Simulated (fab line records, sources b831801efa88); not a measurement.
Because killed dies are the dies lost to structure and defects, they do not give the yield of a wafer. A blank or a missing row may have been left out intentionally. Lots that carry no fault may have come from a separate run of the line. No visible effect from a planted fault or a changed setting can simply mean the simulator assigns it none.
Comparing a struck lot with a sound one | flow gf180mcu | 19 steps out of a route of 602
Sound: the wafers L226.1, L226.3, L226.6. Struck: wafer L213.2 (left out: L213.3, L213.5 of the same lot, which were not struck); the cause appears at the end.
For every step that has rows: the tool of each side, followed by ch and its chambers, followed by its first start. Under that, the readings that differ: sound wafers | struck wafers | difference of the means | sigmas: that difference in standard deviations of wafers without a fault.
alike: a reading whose means differ by less than 2 such deviations, as well as words and numbers matching on both sides. not compared: withheld readings; readings where some wafer has no value; bounds like >300 that might hide an equal value; numbers whose values overlap and for which the record gives no deviation.
The two part at a step that has a row with sigmas, a row that says differs or no value, or rows on one side only. When numbers do not overlap yet have no deviation, they are printed without sigmas and do not part them. Lack of a reading on every wafer of one side parts them only where that side has two or more wafers.

GF_M3_STRIP_17: strips in O2/N2.
  sound on plasmaAsher-01 ch 0,1, day 28 02:49; struck on plasmaAsher-01 ch 0, day 24 19:05
  alike: chamberPressureMTorr, drypumpMotorCurrentA, heaterPowerW, oesProductAu, stripTimeToEndpointS
  not compared: rfHoursCounterH
then, 3 steps without rows for these wafers: GF_M3_STRIP_18 (strips in post etch residue remover, time 1200 s); GF_M3_CLEAN_19 (cleans in DIW); GF_V3_CVD_00 (deposits SiO2, target thk 600 nm, time 100 s).
GF_V3_THK_MEAS_01:
  sound on filmMetro-03, day 28 03:26; struck on filmMetro-02, day 24 19:42
  alike: V3_CVD_00_THK
GF_V3_CVD_02: deposits SiO2 from TEOS, target thk 850 nm, time 94.851 s.
  sound on pecvd-04 ch 0,2, day 28 03:29; struck on pecvd-02 ch 1, day 24 19:45
  alike: heaterPowerW
GF_V3_THK_MEAS_03:
  sound on filmMetro-04, day 28 03:34; struck on filmMetro-03, day 24 19:50
  alike: V3_CVD_02_THK
GF_V3_CMP_04: polishes SiO2.
  sound on cmp-02 ch 0,2, day 28 03:40; struck on cmp-02 ch 2, day 24 19:59
  alike: motorCurrentA, platenRpm, slurryFlowMlMin, timeToEndpointS
GF_V3_BOW_MEAS_05:
  sound on filmMetro-04, day 28 03:55; struck on filmMetro-04, day 24 20:12
reading     | sound       | struck | difference | sigmas
V3_BOW (um) | 101 102 107 | 123    | +20        | +2
then, 3 steps without rows for these wafers: GF_V3_DEHYDRATE_06 (time 60 s); GF_V3_HMDS_07 (prime time 60 s); GF_V3_COAT_08.
GF_V3_COAT_09: resist thk 1000 nm.
  sound on lithoTrack-04 ch 0, day 28 13:00; struck on lithoTrack-01 ch 0, day 25 06:00
reading                            | sound          | struck | difference | sigmas
model.KrF_of_V3_COAT_09.thkNm (nm) | 1006 1001 1005 | 986.2  | -17.8      | 
then, 3 steps without rows for these wafers: GF_V3_SOFTBAKE_10 (time 60 s); GF_V3_EXPOSE_11 (exposes mask Via3, target cd 260 nm); GF_V3_PEB_12 (peb time 90 s).
GF_V3_DEVELOP_13: develop time 60 s.
  sound on lithoTrack-03 ch 0, day 28 23:07; struck on lithoTrack-03 ch 0, day 25 17:02
reading                            | sound             | struck | difference | sigmas
model.KrF_of_V3_COAT_09.thkNm (nm) | 991.1 985.7 990.2 | 971.3  | -17.7      | 
GF_V3_CD_MEAS_14: the cd target is 260 nm.
  sound on cdSem-02, day 28 23:16; struck on cdSem-02, day 25 17:11
reading   | sound             | struck | difference | sigmas
cdNm (nm) | 258.8 258.8 258.8 | 261.4  | +2.6       | +2
after that, 1 step had no rows for these wafers: GF_PASSIVATION_PROBE_99.

## WHERE THEY PART
Last at GF_V3_CD_MEAS_14 as far as this record goes, first at GF_V3_BOW_MEAS_05.

WHY: what the simulator had put in
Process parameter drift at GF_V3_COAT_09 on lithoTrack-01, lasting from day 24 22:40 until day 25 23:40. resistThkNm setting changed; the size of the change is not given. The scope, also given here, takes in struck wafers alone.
